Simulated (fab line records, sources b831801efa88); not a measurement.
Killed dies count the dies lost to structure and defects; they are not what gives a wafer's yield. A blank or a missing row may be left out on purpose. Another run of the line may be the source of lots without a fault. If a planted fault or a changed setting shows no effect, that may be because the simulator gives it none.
Matching of chambers | flow sky130 | rie diel-03 running SKY_LI_CONTACT_ETCH_15: 4 sister chambers
The step etches PSG in C4F8/O2/Ar, stops on Si, target depth 600 nm. 16 wafers are shown with their chamber, then 8 later ones without.

== WAFERS WITH THEIR CHAMBER ==
wafer  | chamber | oes product au (a.u.)
L214.1 | 2       | 0.845
L214.2 | 0       | 0.840
L214.6 | 0       | 0.835
L219.1 | 3       | 0.837
L219.3 | 1       | 0.843
L219.6 | 2       | 0.831
L222.1 | 1       | 0.851
L222.2 | 0       | 0.827
L222.5 | 3       | 0.840
L229.2 | 0       | 0.838
L229.5 | 0       | 0.838
L229.6 | 3       | 0.843
L232.1 | 3       | 0.841
L232.5 | 0       | 0.835
L232.6 | 3       | 0.838
L233.4 | 2       | 0.835

SIGNATURES, as means of the wafers listed above
reading        | chamber 0 | chamber 1 | chamber 2 | chamber 3 | scatter within a chamber
oes product au | 0.83550   | 0.84700   | 0.83700   | 0.83980   | 0.00469
Rule: a wafer lies at a distance from a chamber equal to the root of the sum of squares, over the readings, of (its reading less the chamber's mean, divided by the reading's scatter). If the next closest chamber is less than 2 further off than the closest, the wafer can't be placed; otherwise it belongs to the closest. The scatter: the root of (the sum of the squares of (reading less its chamber's mean) over the shown wafers, divided by (wafers less chambers)).

== WAFERS MISSING THEIR CHAMBER ==
wafer  | oes product au (a.u.)
L233.5 | 0.839
L233.6 | 0.841
L236.2 | 0.835
L236.4 | 0.837
L236.6 | 0.848
L237.1 | 0.839
L237.2 | 0.845
L237.6 | 0.836

== WHICH CHAMBER EACH ONE RAN IN ==
wafer  | from the rows above               | in truth
L233.5 | can't be placed: 3 or 2 or 0 or 1 | 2
L233.6 | can't be placed: 3 or 2 or 0 or 1 | 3
L236.2 | can't be placed: 0 or 2 or 3      | 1
L236.4 | can't be placed: 2 or 0 or 3      | 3
L236.6 | can't be placed: 1 or 3           | 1
L237.1 | can't be placed: 3 or 2 or 0 or 1 | 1
L237.2 | can't be placed: 1 or 3 or 2 or 0 | 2
L237.6 | can't be placed: 0 or 2 or 3      | 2
Placed correctly: 0 of 8. Unplaceable from these rows: 8, with the true chamber sitting among the candidates in 7. Number placed wrongly: 0.
